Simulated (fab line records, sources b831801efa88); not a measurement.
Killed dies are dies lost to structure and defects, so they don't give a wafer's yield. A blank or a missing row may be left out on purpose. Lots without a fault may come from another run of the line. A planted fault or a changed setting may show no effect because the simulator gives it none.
Which tool did it? | flow gf180mcu | 7 lots, 21 wafers sampled, at 3 steps of a route of 602

WHAT THE GAUGES READ, wafer by wafer
GF_SALICIDE_THK_MEAS_05: measures by xrf.
lot  | measured     | on            | SALICIDE_TIN_THK (nm)
L701 | day 16 05:28 | film_metro-03 | 19.86 19.81 19.87
L703 | day 16 18:05 | film_metro-04 | 20.07 20.14 20.09
L705 | day 17 08:23 | film_metro-01 | 19.59 19.62 19.54
L707 | day 18 03:56 | film_metro-04 | 19.97 19.95 19.91
L714 | day 20 14:22 | film_metro-04 | 20.27 19.92 20.23
L719 | day 22 08:31 | film_metro-03 | 19.98 20.13 20.04
L722 | day 23 07:34 | film_metro-03 | 20.07 20.05 20.05

WHICH TOOL RAN EACH LOT (tool, then ch and the chambers of the sampled wafers, then the start)
lot  | GF_SAB_ETCH_11                     | GF_SAB_WET_ETCH_12
L701 | rie_diel-04 ch 0,1, day 16 04:55   | wet_bench-01 ch 0, day 16 04:56
L703 | rie_diel-04 ch 0,1,3, day 16 17:34 | wet_bench-03 ch 0, day 16 17:35
L705 | rie_diel-01 ch 0,3, day 17 07:49   | wet_bench-01 ch 0, day 17 07:50
L707 | rie_diel-01 ch 0,1, day 18 03:24   | wet_bench-01 ch 0, day 18 03:25
L714 | rie_diel-02 ch 2,3, day 20 13:42   | wet_bench-04 ch 0, day 20 13:43
L719 | rie_diel-01 ch 0,1,3, day 22 08:00 | wet_bench-01 ch 2, day 22 08:01
L722 | rie_diel-01 ch 0,2,3, day 23 06:52 | wet_bench-01 ch 0, day 23 06:53
- GF_SAB_ETCH_11: etches SiO2 in C4F8/O2/Ar, target depth 55 nm, time 8.5 s.
- GF_SAB_WET_ETCH_12: etches SiO2 in dHF, target depth 22 nm, time 440 s.

THE ANSWER, worked out from the rows above alone
Rule: what is usual is taken from the lots themselves. Put in order of their means at a reading, lots are off if they are a third of the lots or fewer, leave a main group of 4 or more, and stand apart from it by a gap of 3 or more times the standard deviation of the main group's means; of several such gaps the widest counts. A main group whose means are all the same, to the digits that the tables above print for the reading, isn't used. A lot without any number at a reading at which 4 lots or more have one is off too. The other lots that the step has rows for count as sound.
No lot is off at any reading shown: from this, nothing can be told.

WHAT THE SIMULATOR HAD PUT IN
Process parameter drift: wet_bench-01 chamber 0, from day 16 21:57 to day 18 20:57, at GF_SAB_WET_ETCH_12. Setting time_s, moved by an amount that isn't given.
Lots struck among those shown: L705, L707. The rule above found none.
